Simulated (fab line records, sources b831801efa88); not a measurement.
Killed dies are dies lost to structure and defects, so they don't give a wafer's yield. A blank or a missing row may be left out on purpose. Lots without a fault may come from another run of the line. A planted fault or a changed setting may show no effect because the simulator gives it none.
One fault seen from 2 desks | flow sky130 | each desk has only its own numbers; what lay behind them comes last

THE TOOL OWNER'S DESK: implanter-02
The tool's own readings at SKY_LDD_LDN_IMPLANT_11: means of the sampled wafers that have a number, for each lot that ran on this tool. A lot is out of limits, marked OUT, if its mean lies more than 4 standard deviations from the usual mean; the brackets give that distance.
Columns: A = dose_ions_cm2 at SKY_LDD_LDN_IMPLANT_11, usual 1.2502e+13; B = faraday_current_uA at SKY_LDD_LDN_IMPLANT_11, usual 70.3
lot  | first seen here | A                            | B
L810 | day 23 18:05    | 1.2518e+13                   | 69.4
L813 | day 26 07:05    | 1.2496e+13                   | 70.0
L817 | day 27 02:05    | 1.2505e+13                   | 70.8
L819 | day 27 06:25    | 1.2514e+13                   | 72.0
L821 | day 27 20:38    | 5.5707e+12 (-99 or more) OUT | 30.6 (-28) OUT
L823 | day 28 16:10    | 5.5363e+12 (-99 or more) OUT | 31.3 (-28) OUT
This desk's finding: out of limits on L821, L823; first on L821, day 27 20:38 (dose_ions_cm2 at SKY_LDD_LDN_IMPLANT_11). In limits: L810, L813, L817, L819.

THE METROLOGY DESK
What the gauges read, lot by lot, whatever tool the lot ran on: means of the sampled wafers that have a number. A lot is out of limits, marked OUT, if its mean lies more than 4 standard deviations from the usual mean; the brackets give that distance.
Columns: A = LDD_HVP_TW at SKY_LDD_HVP_TW_MEAS_10, usual 458.6; B = LDD_LDN_TW at SKY_LDD_LDN_TW_MEAS_13, usual 1491
lot  | first seen here | A     | B
L809 | day 22 08:16    | 458.5 | 1494
L810 | day 22 11:44    | 458.2 | 1480
L811 | day 23 12:49    | 454.5 | 1494
L812 | day 24 16:29    | 460.6 | 1485
L814 | day 25 00:19    | 458.1 | 1486
L813 | day 25 01:44    | 457.4 | 1489
L815 | day 25 16:20    | 457.5 | 1491
L817 | day 25 19:02    | 458.9 | 1500
L819 | day 26 01:20    | 459.6 | 1513
L821 | day 26 15:17    | 457.6 | 1399 (-7.7) OUT
L823 | day 27 10:07    | 461.3 | 1430 (-5.1) OUT
L825 | day 28 01:49    | 460.6 | 1502
L826 | day 28 09:29    | 459.9 | 1493
L827 | day 28 10:52    | 457.2 | 1497
This desk's finding: out of limits on L821, L823; first on L821, day 27 20:52 (LDD_LDN_TW at SKY_LDD_LDN_TW_MEAS_13). In limits: L809, L810, L811, L812, L814, L813, L815, L817, L819, L825, L826, L827.

PUT TOGETHER
The tool owner's desk could have raised an alarm at day 27 20:38, on L821, L823.
The metrology desk could have raised an alarm at day 27 20:52, on L821, L823.
Of the lots named, all ran SKY_LDD_LDN_IMPLANT_11 on implanter-02.

WHAT THE SIMULATOR HAD PUT IN
Process parameter drift: implanter-02, from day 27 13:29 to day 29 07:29, at SKY_LDD_LDN_IMPLANT_11. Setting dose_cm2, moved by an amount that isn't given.
Lots struck among those shown: L821, L823.
Hours from the fault's start to each desk's first reading out of limits: the tool owner's desk, 7; the metrology desk, 7.
